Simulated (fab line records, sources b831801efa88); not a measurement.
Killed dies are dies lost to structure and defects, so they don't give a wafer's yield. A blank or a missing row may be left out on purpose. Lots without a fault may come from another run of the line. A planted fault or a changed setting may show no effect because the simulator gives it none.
Tool commonality check | flow gf180mcu | 12 lots, 36 wafers sampled

WHY IT WAS OPENED
At GF_V1_THK_MEAS_01 the reading V1_CVD_00_THK is flagged on 3 of 12 lots. Wafers without a fault read 596 nm, standard deviation 6.
Rule: a lot is flagged when every wafer of it that has a number lies more than 4 standard deviations from that mean, or none has a number. The other lots count as sound.

lot  | measured     | on            | V1_CVD_00_THK (nm), wafer by wafer | flag
L609 | day 16 23:05 | film_metro-02 | 597 589 591                        |
L611 | day 17 23:01 | film_metro-03 | 596 583 604                        |
L612 | day 18 01:36 | film_metro-03 | 593 597 595                        |
L615 | day 19 10:11 | film_metro-03 | 594 593 587                        |
L614 | day 19 12:36 | film_metro-01 | 1187 1208 1165                     | FLAGGED
L616 | day 19 21:36 | film_metro-02 | 1168 1181 1189                     | FLAGGED
L624 | day 22 14:55 | film_metro-03 | 1192 1206 1187                     | FLAGGED
L626 | day 23 08:05 | film_metro-03 | 612 603 596                        |
L627 | day 23 19:44 | film_metro-01 | 605 579 600                        |
L628 | day 24 00:22 | film_metro-03 | 594 602 601                        |
L629 | day 24 06:23 | film_metro-03 | 598 597 588                        |
L631 | day 24 21:24 | film_metro-03 | 597 596 599                        |
The numbers of the flagged lots are 1187 nm on average: +591 nm against the usual, or +98 standard deviations.

WHICH TOOL RAN EACH LOT
The record holds 2 process steps before the reading, out of a route of 602 steps. In each cell: the tool, then ch and the chambers that the sampled wafers went through, then the start.
lot  | flag    | GF_M1_SPUTTER_00             | GF_V1_CVD_00
L609 |         | pvd_sputter-04, day 15 23:28 | hdpcvd-01 ch 0,2, day 16 23:00
L611 |         | pvd_sputter-03, day 16 22:48 | hdpcvd-01 ch 0,1,2, day 17 22:56
L612 |         | pvd_sputter-02, day 17 01:41 | hdpcvd-02 ch 0,2, day 18 01:31
L615 |         | pvd_sputter-03, day 18 09:13 | hdpcvd-02 ch 0,1,2, day 19 10:07
L614 | FLAGGED | pvd_sputter-02, day 18 11:12 | hdpcvd-02 ch 0,1,2, day 19 12:16
L616 | FLAGGED | pvd_sputter-02, day 18 19:27 | hdpcvd-02 ch 0,1, day 19 21:17
L624 | FLAGGED | pvd_sputter-04, day 21 14:59 | hdpcvd-01 ch 0,1, day 22 14:35
L626 |         | pvd_sputter-04, day 22 07:37 | hdpcvd-01 ch 0,2, day 23 08:00
L627 |         | pvd_sputter-02, day 22 19:31 | hdpcvd-01 ch 0,1,2, day 23 19:39
L628 |         | pvd_sputter-02, day 23 00:39 | hdpcvd-01 ch 0,1, day 24 00:16
L629 |         | pvd_sputter-03, day 23 06:42 | hdpcvd-01 ch 0,1,2, day 24 06:19
L631 |         | pvd_sputter-02, day 23 22:26 | hdpcvd-01 ch 1,2, day 24 21:19
What these steps do:
- GF_M1_SPUTTER_00: material Ti, target thk 37.5 nm, time 150 s.
- GF_V1_CVD_00: deposits SiO2, target thk 600 nm, time 100 s.
- GF_V1_THK_MEAS_01

FLAGGED OVER TOTAL, TOOL BY TOOL (the gauges that took the reading come last)
step              | tool           | lots run | flagged | share of the flagged lots | sound lots run after its first flagged lot
GF_M1_SPUTTER_00  | pvd_sputter-02 | 6        | 2       | some                      | 3 (L627,L628,L631)
GF_M1_SPUTTER_00  | pvd_sputter-03 | 3        | 0       | none                      | -
GF_M1_SPUTTER_00  | pvd_sputter-04 | 3        | 1       | some                      | 1 (L626)
GF_V1_CVD_00      | hdpcvd-01      | 8        | 1       | some                      | 5 (L626,L627,L628,L629,L631)
GF_V1_CVD_00      | hdpcvd-02      | 4        | 2       | some                      | 0
GF_V1_THK_MEAS_01 | film_metro-01  | 2        | 1       | some                      | 1 (L627)
GF_V1_THK_MEAS_01 | film_metro-02  | 2        | 1       | some                      | 0
GF_V1_THK_MEAS_01 | film_metro-03  | 8        | 1       | some                      | 4 (L626,L628,L629,L631)

WHAT THE TABLE ALLOWS
No row of the table ran every flagged lot.

WHAT THE SIMULATOR HAD PUT IN
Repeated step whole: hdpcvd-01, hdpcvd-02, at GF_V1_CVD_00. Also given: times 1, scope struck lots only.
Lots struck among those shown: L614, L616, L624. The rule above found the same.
